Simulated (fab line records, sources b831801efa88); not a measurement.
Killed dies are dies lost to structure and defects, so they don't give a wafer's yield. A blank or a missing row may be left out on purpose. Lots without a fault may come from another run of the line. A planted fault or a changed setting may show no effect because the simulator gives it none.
fab line records | flow sfq_line
record lots=5 wafers=15 last_day=91
route steps=325 shown I6@280 M7@281
lots that met no fault: from a run of the same line without faults
start_h: hours from the record's first day to the start of the lot's first wafer shown | wait_h: hours since the lot's step before | " the same as in the row above | L1.1+2: a row that stands for several wafers | - no value, or no start given | * or withheld: withheld | < > ~ a bound
route shown NAME@n: a module of which the file shows steps, and the number in the route of the first | usual: mean/standard deviation of fault-free wafers | same: alike in all rows | chamber/n: place in a boat | sites: the reading at each site | _std_site: their standard deviation | _edge_site: outer sites' mean less inner sites' | radius_mm: how far each site lies from the wafer's centre | mask NAME#n: copy n | behind: the tool/chamber that last shaped the wafer | hold: why the lot was held/for how many hours/how that ended | device: the transistor (n, p or np) that didn't switch | end of line: the same wafers' tests at the end of the route | a step without rows: its recipe alone | killed: dies lost to structure and defects at the first sort, not the wafer's yield | map: a wafer's dies, x killed, . not, _ none there
set.NAME: the setting as run; set.NAME@STEP: as run at that earlier step | model.NAME: the simulator's own value behind a step, which no gauge read
lots at some steps of the route; a table a step, a row a wafer
services: from which hour (start_h, from the record's first day; less than 0 if before it) a tool's chamber was out of use, for how many hours, and why
## steps
# step SFQ_TRILAYER_I6_VIA_STRIP_SOLV_CLEAN_174
# recipe chemistry=NMP temp_c=70 time_s=600
# step SFQ_TRILAYER_M7_DEP_PRE_CLEAN_176
# recipe gas=Ar time_s=22.5 bias_v=250
# step SFQ_TRILAYER_M7_DEP_SPUTTER_175
# recipe material=Nb base_pressure_pa=1.33e-06 chamber_pressure_pa=0.1333 substrate_temp_c=20 target_thk_nm=200 power_w=2000 time_s=133.3
# usual throttle_valve_pct=30.0/1.1
# columns lot.wafer tool chamber start_h wait_h throttle_valve_pct
L507.1 pvd_sputter-06 - 1800.74 0.0 30.1
L507.4 " - " " 30.4
L507.6 " - " " 29.8
L515.1 pvd_sputter-03 - 1875.43 0.0 31.8
L515.4 " - " " 30.4
L515.5 " - " " 31.6
L522.3 pvd_sputter-04 - 1922.33 0.0 31.0
L522.4 " - " " 30.0
L522.5 " - " " 31.1
L527.3 pvd_sputter-06 - 1969.92 0.0 28.6
L527.4 " - " " 29.4
L527.5 " - " " 29.0
L528.4 pvd_sputter-03 - 1986.72 0.0 30.1
L528.5 " - " " 31.8
L528.6 " - " " 30.3
# step SFQ_M7_RS_MEAS_943
# recipe thk_meas_gauge=four-point-probe reads=Nb_of_TRILAYER_M7_DEP_SPUTTER_175
# usual M7_NB_RS=0.890/0.0092
# columns lot.wafer tool chamber start_h wait_h M7_NB_RS[ohm/sq]
L507.1 film_metro-02 - 1800.92 0.1 0.885
L507.4 " - " " 0.880
L507.6 " - " " 0.886
L515.1 film_metro-04 - 1875.52 0.0 0.880
L515.4 " - " " 0.875
L515.5 " - " " 0.883
L522.3 film_metro-02 - 1922.46 0.1 0.885
L522.4 " - " " 0.896
L522.5 " - " " 0.888
L527.3 film_metro-04 - 1970.05 0.1 0.896
L527.4 " - " " 0.881
L527.5 " - " " 0.890
L528.4 film_metro-02 - 1986.87 0.1 0.871
L528.5 " - " " 0.876
L528.6 " - " " 0.876
# step SFQ_TRILAYER_M7_LITHO_COAT_182
# recipe resist=BARC spin_rpm=2956 resist_thk_nm=62
# step SFQ_TRILAYER_M7_LITHO_COAT_177
# recipe resist=KrF spin_rpm=3000 resist_thk_nm=600
# step SFQ_TRILAYER_M7_LITHO_SOFTBAKE_181
# recipe temp_c=withheld time_s=withheld resist=KrF
# step SFQ_TRILAYER_M7_LITHO_EXPOSE_178
# recipe mask_id=M7 na=0.6 source_shape=conventional sigma_outer=0.65 target_cd_nm=500 dose_mj=14.4
# step SFQ_TRILAYER_M7_LITHO_PEB_180
# recipe peb_temp_c=115 peb_time_s=60 resist=KrF
# step SFQ_TRILAYER_M7_LITHO_DEVELOP_179
# recipe time_s=60 resist=KrF
# step SFQ_M7_OVL_MEAS_945
# usual M7_OVL=0/5.4
# columns lot.wafer tool chamber start_h wait_h M7_OVL[nm]
L507.1 overlay-02 - 1903.20 0.1 -4
L507.4 " - " " -3
L507.6 " - " " 0
L515.1 overlay-01 - 1982.13 0.1 1
L515.4 " - " " -6
L515.5 " - " " 6
L522.3 overlay-01 - 2027.54 0.1 -12
L522.4 " - " " -9
L522.5 " - " " -3
L527.3 overlay-02 - 2070.54 0.1 3
L527.4 " - " " -4
L527.5 " - " " 0
L528.4 overlay-02 - 2081.40 0.1 2
L528.5 " - " " 4
L528.6 " - " " 3
# step SFQ_TRILAYER_M7_BARC_OPEN_METAL_ETCH_229
# recipe mask_material=PR chemistry=O2 target_depth_nm=125 target=BARC icp_w=600 bias_w=80 pressure_mtorr=10 time_s=41.7
# usual bias_w=79.98/0.22 drypump_motor_current_A=5.9/0.47 oes_product_au=0.687/0.0045 rf_fwd_power_W=593.5/3
# columns lot.wafer tool chamber start_h wait_h bias_w drypump_motor_current_A oes_product_au rf_fwd_power_W rf_hours_counter_h model.KrF_of_TRILAYER_M7_LITHO_COAT_177.thk_nm
L507.1 rie_metal-04 0 1903.23 0.0 79.95 5.1 0.686 594.7 31 521.6
L507.4 " 0 " " 79.99 5.1 0.690 595.5 - 519.6
L507.6 " 0 " " 79.94 5.1 0.682 594.6 - 521.8
L515.1 rie_metal-04 1 1982.16 0.0 79.59 5.8 0.684 593.7 102 501.7
L515.4 " 0 " " 80.25 5.1 0.681 593.5 - 522.5
L515.5 " 0 " " 80.03 5.1 0.677 592.6 - 523
L522.3 rie_metal-02 1 2027.58 0.0 80.13 5.5 0.678 593.8 - 520.8
L522.4 " 0 " " 80.10 6.3 0.678 592.2 - 522.4
L522.5 " 1 " " 79.77 5.4 0.690 595.5 - 522.2
L527.3 rie_metal-01 1 2070.58 0.0 79.80 5.9 0.681 595.3 - 524
L527.4 " 0 " " 80.21 6.4 0.692 588.9 - 526
L527.5 " 1 " " 80.16 5.9 0.690 593.7 - 523.9
L528.4 rie_metal-02 1 2081.44 0.0 80.13 5.4 0.689 597.9 - 524.6
L528.5 " 0 " " 80.30 6.3 0.694 597.4 - 523.3
L528.6 " 1 " " 80.08 5.4 0.686 597.8 - 521.9
# step SFQ_TRILAYER_M7_ETCH_METAL_ETCH_180
# recipe target=Nb stop_on=SiO2 mask_material=PR chemistry=Cl2/Ar target_depth_nm=240 icp_w=579.8 bias_w=80 pressure_mtorr=10 time_s=120
# usual bias_w=80.05/0.24 drypump_motor_current_A=5.9/0.47 oes_product_au=0.895/0.007 rf_fwd_power_W=576.8/2.2
# columns lot.wafer tool chamber start_h wait_h bias_w drypump_motor_current_A oes_product_au rf_fwd_power_W rf_hours_counter_h model.KrF_of_TRILAYER_M7_LITHO_COAT_177.thk_nm
L507.1 rie_metal-04 0 1903.29 0.0 79.91 5.1 0.904 576.5 31 384.6
L507.4 " 0 " " 79.69 5.1 0.895 577.5 - 382.8
L507.6 " 0 " " 80.19 5.1 0.903 575.4 - 386
L515.1 rie_metal-04 1 1982.22 0.0 80.18 5.8 0.904 577.2 102 363.2
L515.4 " 0 " " 80.27 5.1 0.901 578.2 - 384.4
L515.5 " 0 " " 80.26 5.1 0.899 578.4 - 385.2
L522.3 rie_metal-02 1 2027.66 0.1 80.27 5.4 0.895 576.0 - 384.9
L522.4 " 0 " " 79.66 6.3 0.893 576.9 - 386.6
L522.5 " 1 " " 80.27 5.5 0.895 576.7 - 386.4
L527.3 rie_metal-01 1 2070.66 0.1 80.03 5.9 0.894 577.8 - 386.4
L527.4 " 0 " " 79.83 6.4 0.899 572.1 - 390.1
L527.5 " 1 " " 80.36 5.9 0.891 576.9 - 386.3
L528.4 rie_metal-02 1 2081.52 0.1 80.24 5.4 0.903 577.8 - 387.5
L528.5 " 0 " " 80.05 6.3 0.908 574.8 - 389.8
L528.6 " 1 " " 79.82 5.4 0.908 578.5 - 384.7
# step SFQ_TRILAYER_M7_STRIP_STRIP_181
# recipe gas=O2 power_w=200 platen_temp_c=40 overash_fraction=0.65 chemistry=O2 pressure_mtorr=50
# usual drypump_motor_current_A=5.9/0.47 oes_product_au=1.000/0.0066
# columns lot.wafer tool chamber start_h wait_h drypump_motor_current_A oes_product_au rf_hours_counter_h
L507.1 rie_metal-04 0 1903.42 0.1 5.1 1.001 31
L507.4 " 0 " " 5.1 1.003 -
L507.6 " 0 " " 5.1 1.007 -
L515.1 rie_metal-04 1 1982.35 0.1 5.9 1.008 102
L515.4 " 0 " " 5.1 1.002 -
L515.5 " 0 " " 5.1 0.998 -
L522.3 rie_metal-02 1 2027.94 0.2 5.4 0.991 -
L522.4 " 0 " " 6.3 0.991 -
L522.5 " 1 " " 5.4 0.998 -
L527.3 rie_metal-01 1 2070.94 0.2 5.9 1.000 -
L527.4 " 0 " " 6.5 0.989 -
L527.5 " 1 " " 5.9 0.997 -
L528.4 rie_metal-02 1 2081.81 0.2 5.5 1.003 -
L528.5 " 0 " " 6.3 0.990 -
L528.6 " 1 " " 5.4 1.001 -
## services
# columns tool chamber start_h hours kind
pvd_sputter-03 - 1780.50 1.2 repair
pvd_sputter-03 3 1792.11 - consumable_replace:kit
pvd_sputter-03 3 1792.11 18.0 scheduled_down
pvd_sputter-03 3 1792.11 18.0 vent_cycle
pvd_sputter-04 - 1794.62 9.4 repair
pvd_sputter-04 - 1797.66 102.0 repair
pvd_sputter-06 - 1822.56 0.9 repair
pvd_sputter-03 - 1828.97 2.3 repair
pvd_sputter-04 - 1832.11 3.7 repair
pvd_sputter-03 - 1848.02 10.8 repair
rie_metal-02 - 1860.15 0.3 repair
pvd_sputter-06 - 1863.94 1.7 repair
pvd_sputter-06 - 1872.46 6.0 repair
pvd_sputter-06 - 1937.68 3.5 repair
rie_metal-02 - 1943.66 0.6 repair
rie_metal-02 1 1987.41 16.4 repair
pvd_sputter-03 - 2007.35 2.6 repair
rie_metal-04 0 2014.91 3.7 repair
rie_metal-01 - 2030.23 4.2 repair
rie_metal-04 - 2033.06 1.3 repair
pvd_sputter-06 2 2043.19 - consumable_replace:kit
pvd_sputter-06 2 2043.19 18.0 scheduled_down
pvd_sputter-06 2 2043.19 18.0 vent_cycle
rie_metal-04 1 2059.49 8.6 repair
## key
first_sign none at tools or gauges
model_effect step=SFQ_TRILAYER_M7_BARC_OPEN_METAL_ETCH_229 value=KrF_of_TRILAYER_M7_LITHO_COAT_177.thk_nm without=523.2 struck=501.7
model_effect step=SFQ_TRILAYER_M7_ETCH_METAL_ETCH_180 value=KrF_of_TRILAYER_M7_LITHO_COAT_177.thk_nm without=384.6 struck=363.2
met_at SFQ_TRILAYER_M7_BARC_OPEN_METAL_ETCH_229
struck_wafers L515.1
fault kind=process_parameter_drift tool=rie_metal-04 chamber=1 onset_h=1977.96 steps=SFQ_TRILAYER_M7_BARC_OPEN_METAL_ETCH_229 channel=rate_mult offset=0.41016 shape=step end_h=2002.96
